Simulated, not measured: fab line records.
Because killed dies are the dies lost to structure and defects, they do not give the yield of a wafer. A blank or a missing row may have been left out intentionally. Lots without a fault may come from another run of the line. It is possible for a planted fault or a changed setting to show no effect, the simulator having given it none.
Which tool did it?	flow gf180mcu	Sampling: 14 lots, 39 wafers, 3 of 602 route steps

WHAT THE GAUGES SHOWED, per wafer
GF_HV_LDD_OVL_MEAS_47.
lot	measured	on	HV_LDD_03_OVL (nm)
L362	day 12 04:41	overlay-01	0.0 0.6 -0.4
L364	day 13 02:47	overlay-01	-1.1 1.1 -1.3
L365	day 13 11:41	overlay-02	-1.3 -1.8 -0.6
L366	day 13 20:31	overlay-02	-3.0 -1.9 -0.6
L367	day 14 00:32	overlay-01	-2.4 -2.6 -2.5
L368	day 14 07:04	overlay-01	2.3 1.5 2.1
L369	day 14 18:55	overlay-01	-3.6 -3.3 -3.6
L371	day 15 06:33	overlay-01	-0.7 -0.1 0.4
L373	day 16 00:53	overlay-01	-0.2 -0.6 -0.2
L375	day 16 15:43	overlay-01	-2.4 -4.2 -3.7
L376	day 17 01:22	overlay-01	-0.6 1.0
L377	day 17 09:04	overlay-01	-1.0 -0.9
L379	day 18 03:31	overlay-02	-1.9 -1.3
L385	day 20 03:58	overlay-02	-0.6 -0.8 0.3

GF_SAB_THK_MEAS_01.
lot	measured	on	SAB_CVD_00_THK (nm)
L362	day 14 02:16	film metro-04	49.4 49.6 50.8
L364	day 15 00:43	film metro-04	50.0 50.0 50.0
L365	day 15 09:43	film metro-01	49.5 50.9 50.3
L366	day 15 19:22	film metro-04	49.5 50.0 51.5
L367	day 15 23:36	film metro-02	50.0 49.7 51.0
L368	day 16 04:59	film metro-02	49.4 48.3 49.6
L369	day 16 19:20	film metro-02	49.5 50.4 50.8
L371	day 17 08:08	film metro-04	49.7 49.4 49.9
L373	day 18 02:40	film metro-02	50.0 50.8 50.6
L375	day 18 18:26	film metro-01	49.5 49.9 50.1
L376	day 19 04:05	film metro-01	47.2 47.3
L377	day 19 13:13	film metro-01	49.4 47.1
L379	day 20 07:26	film metro-04	49.7 47.7
L385	day 22 07:44	film metro-04	49.1 49.5 50.1

EACH LOT AND THE TOOL THAT RAN IT (in order: tool; ch and the chambers of the sampled wafers; start)
lot	GF_SAB_CVD_00
L362	pecvd-04 ch 0,1, day 14 02:14
L364	pecvd-01 ch 0,1,2, day 15 00:41
L365	pecvd-04 ch 0,1, day 15 09:41
L366	pecvd-01 ch 0,2, day 15 19:20
L367	pecvd-01 ch 0,1,2, day 15 23:34
L368	pecvd-04 ch 0,1, day 16 04:57
L369	pecvd-04 ch 0,2, day 16 19:19
L371	pecvd-02 ch 0,1,2, day 17 08:06
L373	pecvd-01 ch 1,2, day 18 02:38
L375	pecvd-01 ch 0,1,2, day 18 18:24
L376	pecvd-01 ch 0,2, day 19 04:02
L377	pecvd-01 ch 1,2, day 19 13:12
L379	pecvd-01 ch 1,2, day 20 07:24
L385	pecvd-04 ch 1,2, day 22 07:42
- GF_SAB_CVD_00: deposits SiO2 from TEOS, target thk 50 nm, time 4.9302 s.

WHAT THE TOOLS THEMSELVES READ (means of the sampled wafers that have a number; where no wafer has one, the mark that the record gives instead)
GF_SAB_CVD_00.
lot	tool	heater power outer w (W)	heater power w (W)
L362	pecvd-04	479	758
L364	pecvd-01	335	582
L365	pecvd-04	411	667
L366	pecvd-01	293	543
L367	pecvd-01	323	569
L368	pecvd-04	493	786
L369	pecvd-04	487	810
L371	pecvd-02	408	650
L373	pecvd-01	376	657
L375	pecvd-01	336	582
L376	pecvd-01	276	514
L377	pecvd-01	368	626
L379	pecvd-01	350	585
L385	pecvd-04	417	673

THE ANSWER, worked out from the rows above alone
Rule: what is usual is taken from the lots themselves. Put in order of their means at a reading, lots are off if they are a third of the lots or fewer, leave a main group of 4 or more, and stand apart from it by a gap of 3 or more times the standard deviation of the main group's means; of several such gaps the widest counts. A main group whose means are all the same, to the digits that the tables above print for the reading, isn't used. A lot without any number at a reading at which 4 lots or more have one is off too. All remaining lots with rows at the step are treated as sound. First the gauges in route order, then the tools' own readings, where a lot's mean is used as printed above. At the first step where some lot is off, the reading lying furthest off is the one used; lots without a number count as furthest.
Across all readings shown, no lot is off: no conclusion can be drawn from this.

WHAT HAD BEEN PUT IN BY THE SIMULATOR
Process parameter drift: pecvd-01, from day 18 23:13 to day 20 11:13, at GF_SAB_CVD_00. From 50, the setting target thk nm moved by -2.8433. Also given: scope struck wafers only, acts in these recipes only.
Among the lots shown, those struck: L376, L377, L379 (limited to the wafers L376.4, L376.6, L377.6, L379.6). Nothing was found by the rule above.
